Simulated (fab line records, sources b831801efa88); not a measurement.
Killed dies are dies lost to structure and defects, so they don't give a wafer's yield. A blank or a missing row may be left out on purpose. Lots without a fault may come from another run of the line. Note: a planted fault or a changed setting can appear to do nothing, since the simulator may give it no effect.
Problem report in the 8D (eight disciplines) form, filled by code ; flow gf180mcu ; the parts of the form that need people (team, actions taken, sign-off) are left out

## 1. WHAT WENT WRONG
At GF_VT_IMPLANT_STRIP_42, strip-time-to-endpoint-s averages 12.28 s over 9 wafers from 3 lots, while fault-free wafers read 12.62 s, standard deviation 0.04. Relative to the usual mean, that is a shift of -8.5 standard deviations.
The step: strips in O2/N2.
The first sign was on wafer L946.1 at day 9 14:26, on plasma-asher-04. The record holds 39 wafers of 13 lots with a number at this step. Rule for "out" (also "out of limits"): further than 4 standard deviations from the usual mean. The rest of the wafers with a number are treated as sound.

## 2. WHAT IT IS, WHAT IT ISN'T
question;is;is not
which readings at this step;strip-time-to-endpoint-s;drypump-motor-current-A, heater-power-w, oes-product-au
which lots;L946, L947, L948;L941, L942, L943, L956, L957, L958, L959, L960, L961, L962
which wafers of those lots;all that have a number;-
read on which tools;plasma-asher-04;plasma-asher-01, plasma-asher-03
when;from day 9 14:26;"up to then (9 sound wafers); but 21 sound wafers of L956, L957, L958, L959, L960, L961, L962 came after"

## 3. SUSPECTS, AND WHAT RULES EACH OUT
Counting: a tool at any process step up to the reading remains a suspect when it ran all the lots that are out and ran no sound lot after the first of those.
- litho-track-01 at GF_VT_IMPLANT_COAT_35 (resist thk 1000 nm): ruled out as a lasting fault. The sound lots L959, L962 went through it after L946, its earliest lot that is out (day 9 05:30).
- plasma-asher-04 at GF_VT_IMPLANT_STRIP_42 (strips in O2/N2): ruled out as a lasting fault. The sound lots L956, L957, L958, L959, L962 went through it after L946, its earliest lot that is out (day 9 14:26).
Left after counting: nothing in the record.

## 4. THE CAUSE (what the simulator had put in)
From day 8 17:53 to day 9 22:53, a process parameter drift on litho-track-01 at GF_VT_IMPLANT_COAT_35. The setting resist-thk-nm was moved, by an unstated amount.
Counting ruled it out, wrongly: the rule takes a fault to strike every lot that its tool runs from its start on, and this one did not.

## 5. THE CHAIN OF EFFECTS, in route order
Rows list readings where the struck wafers' mean (over those with a number) sits beyond 3 standard deviations from the usual. Readings are gone through only where the record gives a usual standard deviation; hours: the median, over the lots, of the time from a lot's start at the first step in this table giving one to that lot's start at this step; sigmas: the change measured in usual standard deviations.
hours;step;reading;usual;on struck wafers;change;sigmas
0;GF_VT_IMPLANT_STRIP_42;strip-time-to-endpoint-s;12.62 s;12.28;-0.34;-8.5
Here are the process steps it includes:
- GF_VT_IMPLANT_STRIP_42: strips in O2/N2.
Later measuring or inspecting steps at which every struck wafer that the step has a row for has a number for every such reading, and none has moved that far: GF_V1_OVL_MEAS_15.

## 6. WHAT WOULD HAVE CAUGHT IT SOONER
The fault began at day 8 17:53; the first out-of-limits reading in this record came at day 9 14:26, 21 hours later.
No tool reading at GF_VT_IMPLANT_COAT_35 that has a usual standard deviation in the record was out on any struck wafer, so an alarm limit of 4 standard deviations on those readings would not have fired.
